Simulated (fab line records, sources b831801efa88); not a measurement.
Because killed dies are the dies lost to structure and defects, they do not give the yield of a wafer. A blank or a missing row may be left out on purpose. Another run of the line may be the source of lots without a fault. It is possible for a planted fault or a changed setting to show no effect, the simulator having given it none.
Problem report, 8D (eight disciplines) form, completed by code :: flow sfq-line :: the parts of the form that need people (team, actions taken, sign-off) are left out

1. PROBLEM STATEMENT
M7_NB_RS at SFQ_M7_RS_MEAS_943 reads a mean of 0.819 ohm/sq on 2 wafers of 2 lots; wafers without a fault read 0.892 ohm/sq with a standard deviation of 0.013. Measured from the usual mean, that is -5.7 standard deviations.
The step: measures by four-point-probe.
First observed at day 77 03:34: wafer L843.4, on film-metro-03. Wafers with a number at this step in the record: 40, from 14 lots. Rule for "out" (also "out of limits"): further than 4 standard deviations from the usual mean. Any other wafer with a number is counted as sound.

2. WHAT IT IS AND WHAT IT IS NOT
question: which readings at this step
is: M7_NB_RS
is not: -

question: which lots
is: L843, L846
is not: L828, L829, L831, L832, L834, L835, L837, L838, L839, L840, L842, L850

question: which wafers of those lots
is: L843.4, L846.3
is not: L843.1, L846.1

question: read on which gauges
is: film-metro-03
is not: film-metro-01, film-metro-04

question: when
is: from day 77 03:34
is not: up to then (34 sound wafers); but 4 sound wafers of L846, L850 came after

3. THE SUSPECTS, EACH WITH WHAT RULES IT OUT
Counting: if a tool at a process step up to the reading ran every lot that is out, it stays a suspect. Sound lots after the first of them don't rule it out here, since some wafers of a struck lot are sound.
- the gauge at SFQ_M7_RS_MEAS_943 is ruled out. All the wafers that are out were read on film-metro-03, but those of them that SFQ_TRILAYER_M7_ETCH_METAL_ETCH_180 has rows for are out there too, on other tools.
- pvd-sputter-04 at SFQ_TRILAYER_M7_DEP_SPUTTER_175 (material Nb, target thk 200 nm, time 133.3 s): kept. Every lot that is out went through it, the first being L843 (day 77 03:29); the last sound lot it ran before that was L840 (day 76 19:41).
Left after counting: pvd-sputter-04 at SFQ_TRILAYER_M7_DEP_SPUTTER_175.

4. THE CAUSE (what the simulator had put in)
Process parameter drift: pvd-sputter-04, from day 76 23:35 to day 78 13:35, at SFQ_TRILAYER_M7_DEP_SPUTTER_175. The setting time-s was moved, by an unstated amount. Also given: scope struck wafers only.
Only this tool survived the counting.

5. SEQUENCE OF EFFECTS, ordered by route
Rows list readings where the struck wafers' mean (over those with a number) sits beyond 3 standard deviations from the usual. Scope: only readings with a usual standard deviation given in the record; hours: median across lots of the time from each lot's start at the first step in this table that gives one to its start at this step; sigmas: change in usual standard deviations.
hours: 0
step: SFQ_M7_RS_MEAS_943
reading: M7_NB_RS
usual: 0.892 ohm/sq
on struck wafers: 0.819
change: -0.074
sigmas: -5.7

hours: 28
step: SFQ_TRILAYER_M7_ETCH_METAL_ETCH_180
reading: oes-product-au
usual: 0.893 a.u.
on struck wafers: 0.940
change: +0.047
sigmas: +5.6
Process steps it contains:
- SFQ_TRILAYER_M7_ETCH_METAL_ETCH_180: etches Nb in Cl2/Ar, stops on SiO2, target depth 240 nm, time 120 s.

6. HOW IT WOULD HAVE BEEN CAUGHT EARLIER
The first out-of-limits reading at a measuring or inspecting step in this record came at day 77 03:34, 4 hours after the fault's start at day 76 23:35.
Of the tool readings at SFQ_TRILAYER_M7_DEP_SPUTTER_175 for which the record gives a usual standard deviation, none was out on any struck wafer, so an alarm limit of 4 standard deviations on them would not have fired.
L846, from the lots that are out (2), started SFQ_TRILAYER_M7_DEP_SPUTTER_175 on pvd-sputter-04 later than day 77 03:34. Holding the tool at that time would have saved it.
